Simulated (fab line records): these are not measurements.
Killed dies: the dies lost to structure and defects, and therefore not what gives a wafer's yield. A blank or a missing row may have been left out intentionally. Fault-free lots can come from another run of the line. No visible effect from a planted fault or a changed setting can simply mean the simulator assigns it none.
fab line records ; flow sfqLine
[record] lots = 14; wafers = 42; lastDay = 83
route steps=325 shown I4@164
lots untouched by any fault: they come from a run of this same line in which no faults occurred
startH: hours from the record's first day to the start of the lot's first wafer shown ; waitH: how many hours have passed since the lot's step before this one ; " as in the row above ; L1.1+2: one row covering several wafers at once ; - no value, or no start was given ; * or withheld: withheld ; < > ~ a bound
route shown NAME@n: a module of which the file shows steps, and the number in the route of the first ; usual: average and standard deviation across the fault-free wafers ; same: alike in all rows ; chamber/n: place in a boat ; sites: each site's reading ; _std_site: the values' standard deviation ; _edge_site: mean of outer sites minus mean of inner sites ; radiusMm: for every site, how far away it sits from the centre of the wafer ; mask NAME#n: copy n ; behind: the last tool/chamber to shape the wafer ; hold: what put the lot on hold/how long, in hours/how the hold closed ; device: whichever transistor did not switch (one of n, p or np) ; end of line: the same wafers' tests at the end of the route ; a step without rows: its recipe alone ; killed: the dies lost at the first sort to structure and to defects; this is not the yield of the wafer ; map: the dies of a wafer, with x for killed, . for not killed, _ for no die there
set.NAME: the setting as run; set.NAME@STEP: as run at that earlier step ; model.NAME: the simulator's own value behind a step, which no gauge read
one table for each step of the route and one row for each wafer, over a sample of lots
services: from which hour (startH, from the record's first day; less than 0 if before it) a tool's chamber was out of use, for how many hours, and why
[[steps]]
[step SFQ_TRILAYER_I4_CMP_CMP_100]
[recipe] material = SiO2; downForcePsi = 3; platenRpm = 60; padVelocityMS = 0.94248
[usual] edgeZonePressureFrac = 0.999/0.0045; motorCurrentA = 9.5/0.87; slurryFilterDpKPa = 13.51/0.14; timeToEndpointS = 214/9
lot.wafer;tool;chamber;startH;waitH;edgeZonePressureFrac;motorCurrentA;slurryFilterDpKPa;timeToEndpointS
L680.4;cmp-02;1;1120.61;0.5;0.995;10.1;13.60;227
L680.1;cmp-02;2;1120.61;0.5;1.003;8.2;13.48;219
L680.6;cmp-02;1;1122.61;2.5;0.989;9.8;13.40;228
L681.1;cmp-02;2;1158.61;0.5;0.990;8.4;13.49;202
L681.5;cmp-02;1;1160.11;2.0;1.000;9.9;13.56;208
L681.6;cmp-02;2;1160.11;2.0;0.996;8.3;13.57;211
L683.3;cmp-01;1;1162.12;0.0;0.999;8.9;13.59;206
L683.5;cmp-01;1;1164.12;2.0;1.005;8.6;13.53;203
L683.6;cmp-01;2;1164.12;2.0;1.003;9.6;13.57;202
L684.2;cmp-01;1;1205.31;0.0;0.998;8.3;13.50;217
L684.1;cmp-01;0;1206.81;1.5;1.005;9.7;13.45;220
L684.5;cmp-01;1;1206.81;1.5;0.999;8.6;13.67;217
L686.1;cmp-01;1;1221.31;2.8;0.997;8.5;13.59;221
L686.5;cmp-01;3;1222.31;3.8;0.997;10.9;13.44;235
L686.6;cmp-01;0;1222.31;3.8;0.993;9.4;13.41;226
L687.4;cmp-01;0;1229.85;0.5;0.992;9.5;13.51;212
L687.1;cmp-01;2;1230.85;1.5;0.995;9.6;13.35;216
L687.5;cmp-01;0;1231.85;2.5;0.992;9.3;13.64;221
L689.2;cmp-01;3;1245.40;1.7;1.000;10.8;13.58;221
L689.1;cmp-01;2;1246.90;3.2;1.006;9.8;13.63;226
L689.6;cmp-01;3;1246.90;3.2;1.007;10.4;13.51;226
L692.1;cmp-01;1;1268.92;2.3;1.006;8.9;13.62;227
L692.5;cmp-01;2;1268.92;2.3;1.004;9.8;13.42;212
L692.6;cmp-01;3;1268.92;2.3;0.997;10.7;13.39;230
L698.1;cmp-01;2;1361.92;28.4;0.997;9.5;13.62;209
L698.6;cmp-01;3;1361.92;28.4;0.998;11.1;13.35;226
L698.5;cmp-01;0;1361.92;28.4;1.002;9.6;13.41;216
L699.4;cmp-01;1;1382.20;27.0;0.991;8.6;13.28;215
L699.1;cmp-01;0;1383.70;28.6;0.998;9.6;13.61;205
L699.6;cmp-01;2;1384.70;29.5;0.998;10.1;13.24;199
L700.1;cmp-01;3;1388.20;29.5;0.998;10.2;13.46;220
L700.3;cmp-01;2;1389.70;31.0;0.999;9.8;13.51;209
L700.5;cmp-01;0;1390.70;31.9;0.996;9.4;13.49;219
L701.4;cmp-02;2;1391.89;30.7;0.997;8.5;13.31;222
L701.3;cmp-02;3;1391.89;30.7;1.004;9.5;13.28;205
L701.5;cmp-02;2;1393.89;32.7;0.993;8.1;13.47;221
L702.2;cmp-02;3;1394.39;32.1;0.997;9.8;13.53;195
L702.4;cmp-02;2;1395.89;33.5;1.001;7.9;13.41;217
L702.6;cmp-02;0;1396.89;34.5;1.004;8.4;13.75;215
L703.3;cmp-01;0;1400.20;34.7;0.992;9.5;13.32;202
L703.1;cmp-01;1;1400.20;34.7;1.007;8.8;13.55;204
L703.5;cmp-01;1;1402.70;37.1;0.999;9.2;13.49;197
[step SFQ_TRILAYER_I4_METRO_MEASURE_101]
[usual] thkNm = 199.8/1.2
lot.wafer;tool;chamber;startH;waitH;thkNm
L680.1;filmMetro-03;-;1123.23;0.1;200.3
L680.4;filmMetro-03;-;1123.23;0.1;201.0
L680.6;filmMetro-03;-;1123.23;0.1;200.9
L681.1;filmMetro-04;-;1161.23;0.1;198.4
L681.5;filmMetro-04;-;1161.23;0.1;200.0
L681.6;filmMetro-04;-;1161.23;0.1;198.7
L683.3;filmMetro-04;-;1165.64;0.5;199.7
L683.5;filmMetro-04;-;1165.64;0.5;199.5
L683.6;filmMetro-04;-;1165.64;0.5;199.5
L684.1;filmMetro-04;-;1208.43;0.1;201.5
L684.2;filmMetro-04;-;1208.43;0.1;199.7
L684.5;filmMetro-04;-;1208.43;0.1;199.0
L686.1;filmMetro-01;-;1223.43;0.1;199.6
L686.5;filmMetro-01;-;1223.43;0.1;201.0
L686.6;filmMetro-01;-;1223.43;0.1;200.2
L687.1;filmMetro-01;-;1232.47;0.1;202.0
L687.4;filmMetro-01;-;1232.47;0.1;202.1
L687.5;filmMetro-01;-;1232.47;0.1;201.3
L689.1;filmMetro-03;-;1248.52;0.1;179.8
L689.2;filmMetro-03;-;1248.52;0.1;202.1
L689.6;filmMetro-03;-;1248.52;0.1;201.9
L692.1;filmMetro-01;-;1270.54;0.1;179.3
L692.5;filmMetro-01;-;1270.54;0.1;197.7
L692.6;filmMetro-01;-;1270.54;0.1;200.8
L698.1;filmMetro-03;-;1363.54;0.1;198.3
L698.5;filmMetro-03;-;1363.54;0.1;199.6
L698.6;filmMetro-03;-;1363.54;0.1;199.1
L699.1;filmMetro-03;-;1385.32;0.1;198.8
L699.4;filmMetro-03;-;1385.32;0.1;199.3
L699.6;filmMetro-03;-;1385.32;0.1;198.7
L700.1;filmMetro-01;-;1391.32;0.1;200.6
L700.3;filmMetro-01;-;1391.32;0.1;198.2
L700.5;filmMetro-01;-;1391.32;0.1;198.2
L701.3;filmMetro-04;-;1394.91;0.5;198.8
L701.4;filmMetro-04;-;1394.91;0.5;199.7
L701.5;filmMetro-04;-;1394.91;0.5;199.7
L702.2;filmMetro-01;-;1397.71;0.3;197.0
L702.4;filmMetro-01;-;1397.71;0.3;199.5
L702.6;filmMetro-01;-;1397.71;0.3;200.1
L703.1;filmMetro-04;-;1403.32;0.1;198.6
L703.3;filmMetro-04;-;1403.32;0.1;199.4
L703.5;filmMetro-04;-;1403.32;0.1;199.2
[step SFQ_TRILAYER_I4_VIA_ETCH_VIA_ETCH_106]
[recipe] target = SiO2; stopOn = Nb; maskMaterial = PR; taperDeg = 20; chemistry = CHF3; targetDepthNm = 260; sourceW = 500; biasW = 80; pressureMtorr = 30; timeS = withheld
[usual] biasW = 80.02/0.25; chamberPressureMTorr = 30.000/0.028; drypumpMotorCurrentA = 5.7/0.53; oesProductAu = 0.854/0.0052; rfFwdPowerW = 498.3/1.6
lot.wafer;tool;chamber;startH;waitH;biasW;chamberPressureMTorr;drypumpMotorCurrentA;oesProductAu;rfFwdPowerW
L680.1;rieDiel-04;2;1156.96;0.0;80.38;29.993;6.1;0.861;497.3
L680.4;rieDiel-04;1;1156.96;0.0;79.77;29.979;6.0;0.863;499.5
L680.6;rieDiel-04;3;1156.96;0.0;79.89;29.972;5.6;0.856;498.7
L681.1;rieDiel-03;0;1164.75;0.0;79.63;29.962;5.3;0.860;498.8
L681.5;rieDiel-03;0;1164.75;0.0;79.57;30.019;5.3;0.859;500.3
L681.6;rieDiel-03;1;1164.75;0.0;80.32;29.986;6.8;0.856;498.4
L683.3;rieDiel-04;0;1168.77;0.0;80.09;30.016;5.1;0.854;496.4
L683.5;rieDiel-04;2;1168.77;0.0;80.01;30.013;6.1;0.858;499.2
L683.6;rieDiel-04;3;1168.77;0.0;80.01;29.995;5.6;0.850;497.4
L684.1;rieDiel-04;1;1213.96;0.0;79.87;29.963;6.0;0.865;497.3
L684.2;rieDiel-04;2;1213.96;0.0;80.17;30.013;6.1;0.851;498.8
L684.5;rieDiel-04;1;1213.96;0.0;80.10;30.005;6.0;0.850;495.2
L686.1;rieDiel-03;1;1226.95;0.0;80.25;29.983;6.8;0.854;498.3
L686.5;rieDiel-03;1;1226.95;0.0;80.04;29.979;6.8;0.865;498.4
L686.6;rieDiel-03;0;1226.95;0.0;79.93;29.986;5.3;0.853;498.4
L687.1;rieDiel-02;2;1236.60;0.0;80.54;30.072;5.0;0.864;496.4
L687.4;rieDiel-02;3;1236.60;0.0;79.96;29.997;6.0;0.859;496.4
L687.5;rieDiel-02;1;1236.60;0.0;79.67;29.962;5.1;0.857;499.4
L689.1;rieDiel-03;1;1352.97;0.0;79.97;30.025;6.7;0.807;497.3
L689.2;rieDiel-03;3;1352.97;0.0;79.59;30.014;5.2;0.862;497.7
L689.6;rieDiel-03;2;1352.97;0.0;79.62;29.985;5.7;0.862;500.0
L692.1;rieDiel-03;1;1375.77;0.0;80.30;29.997;6.7;0.797;498.8
L692.5;rieDiel-03;1;1375.77;0.0;80.22;30.000;6.7;0.845;497.0
L692.6;rieDiel-03;0;1375.77;0.0;80.16;29.975;5.3;0.859;496.3
L698.1;rieDiel-03;3;1441.15;0.0;79.32;30.016;5.3;0.852;498.7
L698.5;rieDiel-03;1;1441.15;0.0;79.99;30.003;6.8;0.849;494.7
L698.6;rieDiel-03;3;1441.15;0.0;79.84;29.972;5.3;0.854;499.7
L699.1;rieDiel-03;3;1473.55;0.0;79.97;29.986;5.2;0.852;500.8
L699.4;rieDiel-03;1;1473.55;0.0;80.04;30.039;6.7;0.855;498.8
L699.6;rieDiel-03;2;1473.55;0.0;79.49;29.989;5.7;0.849;498.0
L700.1;rieDiel-02;1;1481.95;0.0;80.50;30.014;5.1;0.856;493.9
L700.3;rieDiel-02;3;1481.95;0.0;80.13;29.984;6.0;0.853;496.6
L700.5;rieDiel-02;0;1481.95;0.0;79.93;30.029;5.7;0.856;502.3
L701.3;rieDiel-02;0;1487.95;0.0;79.64;30.041;5.7;0.846;499.6
L701.4;rieDiel-02;3;1487.95;0.0;80.13;30.006;6.0;0.845;497.6
L701.5;rieDiel-02;1;1487.95;0.0;79.62;30.025;5.1;0.852;498.5
L702.2;rieDiel-03;2;1491.55;0.0;79.88;30.033;5.7;0.854;499.0
L702.4;rieDiel-03;3;1491.55;0.0;80.20;30.015;5.2;0.847;497.2
L702.6;rieDiel-03;2;1491.55;0.0;80.25;30.028;5.7;0.846;499.6
L703.1;rieDiel-03;1;1502.32;0.0;80.17;29.976;6.8;0.851;499.6
L703.3;rieDiel-03;3;1502.32;0.0;79.99;29.980;5.2;0.853;498.9
L703.5;rieDiel-03;3;1502.32;0.0;79.51;30.028;5.2;0.850;498.5
[[services]]
tool;chamber;startH;hours;kind
filmMetro-03;-;1103.40;0.4;pm
filmMetro-04;-;1130.43;0.7;pm
filmMetro-01;-;1177.40;1.9;pm
cmp-01;-;1185.82;1.2;repair
filmMetro-01;-;1192.08;0.6;pm
rieDiel-03;-;1207.90;0.5;repair
filmMetro-04;-;1215.42;0.7;pm
cmp-01;-;1260.42;4.0;pm
filmMetro-04;-;1262.89;0.6;pm
filmMetro-01;-;1282.01;3.2;repair
filmMetro-01;-;1288.11;1.1;pm
cmp-01;-;1288.96;1.9;repair
rieDiel-03;2;1293.42;1.2;repair
cmp-01;-;1300.49;0.3;repair
filmMetro-04;-;1325.62;0.6;pm
filmMetro-04;-;1328.60;1.0;pm
filmMetro-01;-;1341.54;1.9;pm
rieDiel-03;0;1362.13;3.8;repair
cmp-01;-;1372.42;3.8;pm
rieDiel-03;3;1391.05;6.5;repair
filmMetro-01;-;1437.75;0.4;pm
rieDiel-03;-;1453.16;0.4;repair
filmMetro-04;-;1460.42;0.9;pm
filmMetro-01;-;1485.51;3.8;repair
[[key]]
[firstSign] step = SFQ_TRILAYER_I4_METRO_MEASURE_101; reading = thkNm; direction = down; sigmas = 17; usual = 199.8; struck = 179.5
[effect] step = SFQ_TRILAYER_I4_VIA_ETCH_VIA_ETCH_106; reading = oesProductAu; direction = down; sigmas = 10; usual = 0.854; struck = 0.802
metAt SFQ_TRILAYER_I4_CMP_CMP_100
struckLots L689,L692
struckWafers L689.1,L692.1
onsetBetween 1229.85 1245.40
[fault] kind = processParameterDrift; tool = cmp-01; chamber = -; onsetH = 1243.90; steps = SFQ_TRILAYER_I4_CMP_CMP_100; channel = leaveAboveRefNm; offset = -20; shape = step; endH = 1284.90; scope = struckWafersOnly; actsIn = theseRecipesOnly; stated = 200
